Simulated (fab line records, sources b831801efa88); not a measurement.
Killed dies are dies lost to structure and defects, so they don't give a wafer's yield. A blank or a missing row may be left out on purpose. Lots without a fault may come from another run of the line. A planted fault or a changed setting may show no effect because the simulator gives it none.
A struck lot beside a sound one | flow sky130 | 15 steps out of a route of 708
Sound: wafers L837.1, L837.3, L837.5. Struck: wafers L842.1, L842.3, L842.4. The cause comes at the end.
At each step with rows: each side's tool, then ch and its chambers, then its first start. Under that, the readings that differ: sound wafers | struck wafers | difference of the means | sigmas: that difference in standard deviations of wafers without a fault.
alike: readings whose means differ by less than 2 such deviations, and words and numbers that are the same on both sides. not compared: withheld readings, readings that some wafer has no value for, bounds like >300 that may hide the same value, and numbers for which the record gives no deviation and whose values overlap.
The two part at a step that has a row with sigmas, a row that says differs or no value, or rows on one side only. Numbers that don't overlap but have no deviation are shown without sigmas and don't part them. A reading that every wafer of one side lacks parts them only if that side has two wafers or more.

first, 3 steps without rows for these wafers: SKY_PASSIVATION_EXPOSE_08 (exposes mask NSM, target cd 3000 nm); SKY_PASSIVATION_PEB_09; SKY_PASSIVATION_DEVELOP_10 (develop time 60 s).
SKY_PASSIVATION_ETCH_11: etches the open film in CF4/O2, stops on AlCu, target depth 725 nm, time 161.1 s.
  sound on rie_diel-04 ch 1,2, day 45 19:05; struck on rie_diel-02 ch 1,2,3, day 47 02:53
  alike: O2_flow_sccm, bias_w, drypump_motor_current_A, oes_product_au, throttle_valve_pct
  not compared: rf_hours_counter_h
SKY_PASSIVATION_STRIP_12: strips in O2/N2.
  sound on plasma_asher-04 ch 0,1, day 45 19:12; struck on plasma_asher-02 ch 0,1, day 47 03:00
  alike: drypump_motor_current_A, oes_product_au, strip_time_to_endpoint_s
  not compared: rf_hours_counter_h
then, 7 steps without rows for these wafers: SKY_PAD_OPEN_DEHYDRATE_00 (time 60 s); SKY_PAD_OPEN_HMDS_01 (prime time 59.09 s); SKY_PAD_OPEN_COAT_02 (resist thk 3000 nm); SKY_PAD_OPEN_SOFTBAKE_03; SKY_PAD_OPEN_EXPOSE_04 (exposes mask PDM, target cd 60000 nm); SKY_PAD_OPEN_PEB_05; SKY_PAD_OPEN_DEVELOP_06 (develop time 60 s).
SKY_PAD_OPEN_ETCH_07: etches the open film in CF4/O2, stops on AlCu, target depth 725 nm, time 161.1 s.
  sound on rie_diel-02 ch 0,1,3, day 46 15:47; struck on rie_diel-02 ch 0,1,2, day 47 23:14
  no value came back on the struck wafers for any of 5 readings (O2_flow_sccm (sccm), bias_w (W) and others); on the sound wafers O2_flow_sccm (sccm) reads 10.008 9.980 9.976
  not compared: rf_hours_counter_h
SKY_PAD_OPEN_STRIP_08: strips in O2/N2.
  sound on plasma_asher-01 ch 0,1, day 46 15:54; struck on plasma_asher-01 ch 0,1, day 47 23:20
  alike: drypump_motor_current_A, oes_product_au, strip_time_to_endpoint_s
  not compared: rf_hours_counter_h
SKY_PAD_OPEN_PROBE_99:
  sound on prober-01, day 46 18:08; struck on prober-02, day 48 01:32
  reading                               | sound             | struck            | difference | sigmas
  defect_limited_yield (%)              | 78.5 82.9 81.9    | 0 0 0             | -81        | -39
  killed_at_other                       | 0 0 0             | 424 410 425       | +420       | +99 or more
  killed_dies                           | 106 84 89         | 492 492 492       | +399       | +40
  killed_on_rim                         | 29 16 19          | 96 96 96          | +75        | +18
  killed_short                          | 50 46 44          | 34 25 31          | -17        | -2
  sort_bin_5_function (%)               | 13.0 11.4 10.2    | 95.3 92.7 95.9    | +83.1      | +55
  sort_n_pass                           | 386 408 403       | 0 0 0             | -399       | -40
  sort_yield_pct (%)                    | 78.5 82.9 81.9    | 0 0 0             | -81        | -39
  model.etest.tester.sort_n_pass        | 386 408 403       | 0 0 0             | -399       |
  model.etest.tester.sort_bin_5_pct (%) | 13.01 11.38 10.16 | 95.33 92.68 95.94 | +83.13     |
  model.etest.tester.sort_yield_pct (%) | 78.46 82.93 81.91 | 0 0 0             | -81        |
  model.etest.pfet_01v8_hvt.under_floor | 0 0 0             | 1 1 1             | +1         |
  model.etest.nfet_05v0_nvt.open        | 0 0 0             | 1 1 1             | +1         |
  model.etest.licon_high_po.open        | 0 0 0             | 1 1 1             | +1         |
  model.etest.sonos_erased.open         | 0 0 0             | 1 1 1             | +1         |
  model.etest.pad.open                  | 0 0 0             | 1 1 1             | +1         |
  alike: killed_at_M0_to_M3, killed_at_M4_up, killed_at_contacts, killed_at_front_end, killed_open, sort_bin_3_pad_short, sort_bin_6_memory

WHERE THEY PART
First at SKY_PAD_OPEN_ETCH_07; last, within this record, at SKY_PAD_OPEN_PROBE_99.

WHY: what the simulator had put in
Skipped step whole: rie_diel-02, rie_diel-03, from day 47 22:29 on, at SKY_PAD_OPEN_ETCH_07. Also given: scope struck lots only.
